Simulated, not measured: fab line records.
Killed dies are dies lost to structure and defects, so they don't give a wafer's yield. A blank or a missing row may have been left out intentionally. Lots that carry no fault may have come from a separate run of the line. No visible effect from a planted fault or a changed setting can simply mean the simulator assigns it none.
Chamber matching || flow sky130 || SKY_VIA1_CMP_24 on cmp-01: 4 sister chambers
The step polishes, stops on SiO2, t overpolish 15 s, target thk 0 nm. 8 wafers are shown with their chamber, then 12 later ones without.

## WAFERS PAIRED WITH THEIR CHAMBERS
{"wafer": "L081.1", "chamber": 0, "motor-current-A (A)": 9.8, "time-to-endpoint-s (s)": 64}
{"wafer": "L082.6", "chamber": 0, "motor-current-A (A)": 10.6, "time-to-endpoint-s (s)": 65}
{"wafer": "L091.6", "chamber": 3, "motor-current-A (A)": 9.8, "time-to-endpoint-s (s)": 70}
{"wafer": "L090.1", "chamber": 3, "motor-current-A (A)": 9.4, "time-to-endpoint-s (s)": 72}
{"wafer": "L090.6", "chamber": 1, "motor-current-A (A)": 11.5, "time-to-endpoint-s (s)": 69}
{"wafer": "L092.1", "chamber": 2, "motor-current-A (A)": 9.8, "time-to-endpoint-s (s)": 67}
{"wafer": "L092.5", "chamber": 2, "motor-current-A (A)": 9.5, "time-to-endpoint-s (s)": 67}
{"wafer": "L092.6", "chamber": 1, "motor-current-A (A)": 11.5, "time-to-endpoint-s (s)": 71}

## WAFERS WHOSE CHAMBER IS MISSING
{"wafer": "L093.2", "motor-current-A (A)": 10.6, "time-to-endpoint-s (s)": 70}
{"wafer": "L093.3", "motor-current-A (A)": 9.8, "time-to-endpoint-s (s)": 64}
{"wafer": "L093.6", "motor-current-A (A)": 9.5, "time-to-endpoint-s (s)": 69}
{"wafer": "L094.2", "motor-current-A (A)": 11.5, "time-to-endpoint-s (s)": 71}
{"wafer": "L094.5", "motor-current-A (A)": 11.2, "time-to-endpoint-s (s)": 73}
{"wafer": "L094.6", "motor-current-A (A)": 9.1, "time-to-endpoint-s (s)": 73}
{"wafer": "L095.2", "motor-current-A (A)": 9.8, "time-to-endpoint-s (s)": 64}
{"wafer": "L095.4", "motor-current-A (A)": 11.0, "time-to-endpoint-s (s)": 62}
{"wafer": "L095.5", "motor-current-A (A)": 10.8, "time-to-endpoint-s (s)": 68}
{"wafer": "L097.1", "motor-current-A (A)": 11.5, "time-to-endpoint-s (s)": 71}
{"wafer": "L097.3", "motor-current-A (A)": 9.4, "time-to-endpoint-s (s)": 67}
{"wafer": "L097.5", "motor-current-A (A)": 10.2, "time-to-endpoint-s (s)": 62}

## WHICH CHAMBER EACH ONE RAN IN
{"wafer": "L093.2", "from the rows above": "can't be placed: 1 or 3 or 2", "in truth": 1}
{"wafer": "L093.3", "from the rows above": "can't be placed: 0 or 2", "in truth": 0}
{"wafer": "L093.6", "from the rows above": "can't be placed: 3 or 2", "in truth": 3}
{"wafer": "L094.2", "from the rows above": 1, "in truth": 1}
{"wafer": "L094.5", "from the rows above": 1, "in truth": 1}
{"wafer": "L094.6", "from the rows above": 3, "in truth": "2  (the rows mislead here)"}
{"wafer": "L095.2", "from the rows above": "can't be placed: 0 or 2", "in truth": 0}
{"wafer": "L095.4", "from the rows above": 0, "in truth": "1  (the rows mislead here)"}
{"wafer": "L095.5", "from the rows above": "can't be placed: 1 or 2 or 0 or 3", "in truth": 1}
{"wafer": "L097.1", "from the rows above": 1, "in truth": 1}
{"wafer": "L097.3", "from the rows above": 2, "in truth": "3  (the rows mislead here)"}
{"wafer": "L097.5", "from the rows above": 0, "in truth": 0}
Correctly placed: 4 of 12. Can't be placed from these rows: 5 (the true chamber is among the candidates in 5). Number placed wrongly: 3.
How it was worked out, from the rows above alone: a wafer's distance from a chamber is the root of the sum, over the readings, of the square of ((its reading less the chamber's mean) divided by the reading's scatter). The wafer belongs to the nearest chamber; if the next one is less than 2 further off, it can't be placed. Each chamber's mean is taken over the wafers shown for it. The scatter: the root of (the sum of the squares of (reading less its chamber's mean) over the shown wafers, divided by (wafers less chambers)).
